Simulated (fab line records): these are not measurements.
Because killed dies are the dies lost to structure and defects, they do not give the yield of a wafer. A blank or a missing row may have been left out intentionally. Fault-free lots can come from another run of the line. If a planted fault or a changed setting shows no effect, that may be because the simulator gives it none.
A lot that was struck, set against a sound lot :: flow sky130 :: 17 out of 708 route steps
Sound: wafers L573.1, L573.3, L573.4. The struck wafers were L563.1, L563.2, L563.3. The cause comes at the end.
Each step with rows lists, per side, the tool, then ch with its chambers, then its first start. Under that, the readings that differ: sound wafers :: struck wafers :: difference of the means :: sigmas: that difference in standard deviations of wafers without a fault.
alike: a reading whose means differ by less than 2 such deviations, as well as words and numbers matching on both sides. not compared: withheld readings; readings where some wafer has no value; bounds like >300 that might hide an equal value; numbers whose values overlap and for which the record gives no deviation.
The two part at a step that has a row with sigmas, a row that says differs or no value, or rows on one side only. Non-overlapping numbers with no deviation appear without sigmas and do not part them. Lack of a reading on every wafer of one side parts them only where that side has two or more wafers.

SKY_LDD_HVN_OVL_MEAS_07:
  struck on overlay-02, day 23 18:35; sound on overlay-02, day 26 21:15
  alike: LDD_HVN_OVL
next, for these wafers, 1 step has no rows: SKY_LDD_HVN_IMPLANT_08.
SKY_LDD_HVN_STRIP_09: strips in O2/N2.
  sound on plasma-asher-01 ch 0,1, day 26 21:26; struck on plasma-asher-03 ch 0,1, day 23 18:47
  alike: drypump-motor-current-A, n2-flow-sccm, oes-product-au, strip-time-to-endpoint-s
  not compared: rf-hours-counter-h
SKY_LDD_HVN_TW_MEAS_10:
  struck on film-metro-03, day 23 18:53; sound on film-metro-03, day 26 21:32
  alike: LDD_HVN_TW
then, 7 steps without rows for these wafers: SKY_LDD_HVP_DEHYDRATE_00 (time 60 s); SKY_LDD_HVP_HMDS_01 (prime time 60 s); SKY_LDD_HVP_COAT_02 (resist thk 300 nm); SKY_LDD_HVP_SOFTBAKE_03 (time 60 s); SKY_LDD_HVP_EXPOSE_04 (exposes mask HVPTM, target cd 700 nm); SKY_LDD_HVP_PEB_05; SKY_LDD_HVP_DEVELOP_06 (develop time 60 s).
SKY_LDD_HVP_OVL_MEAS_07:
  struck on overlay-01, day 24 23:57; sound on overlay-01, day 28 01:48
  alike: LDD_HVP_OVL
SKY_LDD_HVP_IMPLANT_08:
  sound on implanter-02 ch 0, day 28 01:50; struck on implanter-04 ch 0, day 24 23:59
reading: dose-ions-cm2
sound: 1.6991e+13 1.7018e+13 1.6994e+13
struck: 1.5396e+13 1.5371e+13 1.5373e+13
difference: -1.6210e+12
sigmas: -90

reading: faraday-current-uA
sound: 94.4 95.9 95.1
struck: 83.9 87.6 87.2
difference: -8.9
sigmas: -5
SKY_LDD_HVP_STRIP_09: strips in O2/N2.
  sound on plasma-asher-03 ch 0,1, day 28 01:59; struck on plasma-asher-02 ch 0,1, day 25 00:08
reading: strip-time-to-endpoint-s (s)
sound: 4.152 4.153 4.156
struck: 4.127 4.135 4.111
difference: -0.029
sigmas: -2
  alike: drypump-motor-current-A, n2-flow-sccm, oes-product-au
  not compared: rf-hours-counter-h
SKY_LDD_HVP_TW_MEAS_10:
  struck on film-metro-01, day 25 00:14; sound on film-metro-03, day 28 02:05
  alike: LDD_HVP_TW
then, 1 step without rows for these wafers: SKY_LDD_LDN_DEHYDRATE_00 (time 60 s).
-- here the record skips 23 days between the struck wafers' starts before and after, leaving off in module LDD_LDN and picking up in module PAD_OPEN (first step shown: number 708 of the route) --
SKY_PAD_OPEN_PROBE_99:
  struck on prober-01, day 48 09:01; sound on prober-02, day 50 02:10
reading: killed-short
sound: 34 30 42
struck: 57 50 35
difference: +12
sigmas: +2

reading: model.etest.tip_p_5v.rs-ohm-sq
sound: 2846 2859 2858
struck: 3081 3054 3056
difference: +209
sigmas: 
  alike: killed_at_M0_to_M3, killed_at_M4_up, killed-at-contacts, killed-at-front-end, killed-at-other, killed-dies, killed-open

WHERE THEY PART
At SKY_LDD_HVP_IMPLANT_08 first; at SKY_PAD_OPEN_PROBE_99 last (within this record only).

WHY: the cause the simulator had injected
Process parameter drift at SKY_LDD_HVP_IMPLANT_08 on implanter-04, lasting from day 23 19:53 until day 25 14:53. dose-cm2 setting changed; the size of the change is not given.
